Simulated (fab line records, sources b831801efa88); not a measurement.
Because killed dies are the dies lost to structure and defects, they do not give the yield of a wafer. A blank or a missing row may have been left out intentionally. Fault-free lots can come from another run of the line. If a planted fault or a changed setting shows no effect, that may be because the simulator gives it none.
A struck lot beside a sound one | flow sfq_line | 14 out of 325 route steps
Sound: the wafers L885.2, L885.5, L885.6. Struck: wafer L896.5 (left out: L896.2, L896.6 of the same lot, which were not struck); the cause appears at the end.
Per side, at each step with rows, come the tool, then ch with its chambers, and then its first start. Under that, the readings that differ: sound wafers | struck wafers | difference of the means | sigmas: that difference in standard deviations of wafers without a fault.
alike: a reading whose means differ by less than 2 such deviations, as well as words and numbers matching on both sides. not compared: withheld readings; readings where some wafer has no value; bounds like >300 that might hide an equal value; numbers whose values overlap and for which the record gives no deviation.
A row with sigmas, a row that says differs or no value, or rows on one side alone: a step with any of these is where the two part. Numbers that have no deviation but don't overlap get no sigmas and don't part them. A reading that every wafer of one side lacks parts them only if that side has two wafers or more.

SFQ_INCOMING_BOW_MEAS_900:
  struck on film_metro-03, day 4 03:01; sound on film_metro-03, day 1 20:01
  alike: INCOMING_BOW
then, 1 step without rows for these wafers: SFQ_TRILAYER_INCOMING_OXIDATION_002 (target thk 500 nm, ox time 4939 s).
SFQ_TRILAYER_L0_DEP_SPUTTER_003: material MoNx KI, target thk 40 nm, time 100 s.
  struck on pvd_sputter-03, day 4 05:29; sound on pvd_sputter-06, day 1 22:29
  alike: base_pressure_pa, throttle_valve_pct
SFQ_L0_RS_MEAS_901: the measuring method here is four-point-probe.
  struck on film_metro-01, day 4 05:35; sound on film_metro-02, day 1 22:35
  reading                | sound          | struck | difference | sigmas
  L0_MONX_KI_RS (ohm/sq) | 44.2 44.5 44.2 | 43.2   | -1.1       | -3
SFQ_L0_THK_MEAS_902: measures by xrf.
  struck on film_metro-01, day 4 05:41; sound on film_metro-02, day 1 22:41
  alike: L0_MONX_KI_THK
then, 6 steps without rows for these wafers: SFQ_TRILAYER_L0_LITHO_COAT_010 (resist thk 62 nm); SFQ_TRILAYER_L0_LITHO_COAT_005 (resist thk 600 nm); SFQ_TRILAYER_L0_LITHO_SOFTBAKE_009; SFQ_TRILAYER_L0_LITHO_EXPOSE_006 (exposes mask L0, target cd 2000 nm); SFQ_TRILAYER_L0_LITHO_PEB_008 (peb time 60 s); SFQ_TRILAYER_L0_LITHO_DEVELOP_007 (time 60 s).
SFQ_TRILAYER_L0_BARC_OPEN_METAL_ETCH_010: etches BARC in O2, target depth 125 nm, time 41.7 s.
  sound on rie_metal-04 ch 0,1, day 2 19:38; struck on rie_metal-04 ch 0, day 5 08:49
  reading                                             | sound             | struck | difference | sigmas
  oes_product_au (a.u.)                               | 0.683 0.687 0.686 | 0.998  | +0.313     | +67
  run_length_s (s)                                    | 70.3 70.6 70.2    | 50.9   | -19.5      | -44
  model.KrF_of_TRILAYER_L0_LITHO_COAT_005.thk_nm (nm) | 525.9 523.1 522.5 | 549.3  | +25.5      |
  alike: drypump_motor_current_A
  not compared: rf_hours_counter_h
SFQ_TRILAYER_L0_ETCH_METAL_ETCH_008: etches MoNx KI in SF6/O2, stops on SiO2, target depth 50 nm, time 25 s.
  sound on rie_metal-04 ch 0,1, day 2 19:42; struck on rie_metal-04 ch 0, day 5 08:52
  reading                                             | sound             | struck | difference | sigmas
  oes_product_au (a.u.)                               | 0.867 0.866 0.861 | 0.879  | +0.014     | +2
  model.KrF_of_TRILAYER_L0_LITHO_COAT_005.thk_nm (nm) | 484.9 481.5 481.6 | 507.4  | +24.7      |
  alike: drypump_motor_current_A, run_length_s
  not compared: rf_hours_counter_h
SFQ_TRILAYER_L0_STRIP_STRIP_009: strips in O2.
  sound on rie_metal-04 ch 0,1, day 2 19:45; struck on rie_metal-04 ch 0, day 5 08:55
  alike: drypump_motor_current_A, oes_product_au
  not compared: rf_hours_counter_h

## WHERE THEY PART
First at SFQ_L0_RS_MEAS_901; last, within this record, at SFQ_TRILAYER_L0_ETCH_METAL_ETCH_008. Later steps at which nothing parts them and some readings are alike: SFQ_TRILAYER_L0_STRIP_STRIP_009.

WHY: the cause the simulator had injected
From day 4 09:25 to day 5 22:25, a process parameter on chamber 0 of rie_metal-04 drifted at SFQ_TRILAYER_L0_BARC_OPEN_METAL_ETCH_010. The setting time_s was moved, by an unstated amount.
